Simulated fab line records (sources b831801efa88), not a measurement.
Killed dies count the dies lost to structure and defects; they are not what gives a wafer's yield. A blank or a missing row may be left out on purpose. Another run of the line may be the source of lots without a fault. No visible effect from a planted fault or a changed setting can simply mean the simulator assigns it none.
Problem report in the 8D (eight disciplines) form, filled by code + flow sky130 + the parts of the form that need people (team, actions taken, sign-off) are left out

1. WHAT IS WRONG
At SKY_METAL3_CD_MEAS_13, cd_nm averages 282.9 nm over 3 wafers from 2 lots, while fault-free wafers read 299.0 nm, standard deviation 1.4. Measured from the usual mean, that is -12 standard deviations.
The step: target cd 300 nm.
Seen first at day 39 15:01 on cd_sem-01, wafer L733.1. The record holds 42 wafers of 14 lots with a number at this step. Rule for "out" (also "out of limits"): further than 4 standard deviations from the usual mean. All remaining wafers that have a number are taken as sound.

2. WHAT IT IS, AND WHAT IT ISN'T
| question                    | is                     | is not                                                                                                                     |
|-----------------------------|------------------------|----------------------------------------------------------------------------------------------------------------------------|
| which readings at this step | cd_nm                  | -                                                                                                                          |
| which lots                  | L733, L736             | L729, L730, L731, L744, L745, L746, L747, L748, L749, L750, L751, L752                                                     |
| which wafers of those lots  | L733.1, L733.4, L736.1 | L733.6, L736.3, L736.5                                                                                                     |
| read on which gauges        | cd_sem-01, cd_sem-02   | -                                                                                                                          |
| when                        | from day 39 15:01      | up to then (10 sound wafers); but 29 sound wafers of L736, L744, L745, L746, L747, L748, L749, L750, L751, L752 came after |

3. WHAT RULES OUT EACH SUSPECT
Counting: any tool at a process step up to the reading remains a suspect provided it ran every lot that is out. Sound lots after the first of them don't rule it out here, since some wafers of a struck lot are sound.
- the gauge at SKY_METAL3_CD_MEAS_13 has been ruled out. 2 gauges (cd_sem-01, cd_sem-02) read the wafers that are out.
- krf_scanner-02 at SKY_METAL3_EXPOSE_10 (exposes mask MM3, target cd 300 nm): kept. Ran every lot that is out, first one L733 (day 39 03:28); last sound lot up to then L731 (day 38 17:34).
After counting, what remains is krf_scanner-02 at SKY_METAL3_EXPOSE_10.

4. THE CAUSE (what the simulator had put in)
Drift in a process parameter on krf_scanner-02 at SKY_METAL3_EXPOSE_10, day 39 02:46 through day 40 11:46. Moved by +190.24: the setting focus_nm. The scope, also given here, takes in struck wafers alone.
Counting left only this tool.

5. THE EFFECT CHAIN, in route order
One row per reading whose mean, taken over the struck wafers that have a number, lies over 3 standard deviations from the usual. Readings are gone through only where the record gives a usual standard deviation; hours: the median, over the lots, of the time from a lot's start at the first step in this table giving one to that lot's start at this step; sigmas: the change measured in usual standard deviations.
| hours | step                  | reading | usual    | on struck wafers | change | sigmas |
|-------|-----------------------|---------|----------|------------------|--------|--------|
| 0     | SKY_METAL3_CD_MEAS_13 | cd_nm   | 299.0 nm | 282.9            | -16.1  | -12    |

6. HOW IT WOULD HAVE BEEN CAUGHT EARLIER
In this record the first reading out of limits at a measuring or inspecting step was taken at day 39 15:01, 12 hours after the fault began at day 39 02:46.
Lots out: 2; of these, L736 started SKY_METAL3_EXPOSE_10 on krf_scanner-02 after day 39 15:01. Had the tool been put on hold then, it would have been spared.
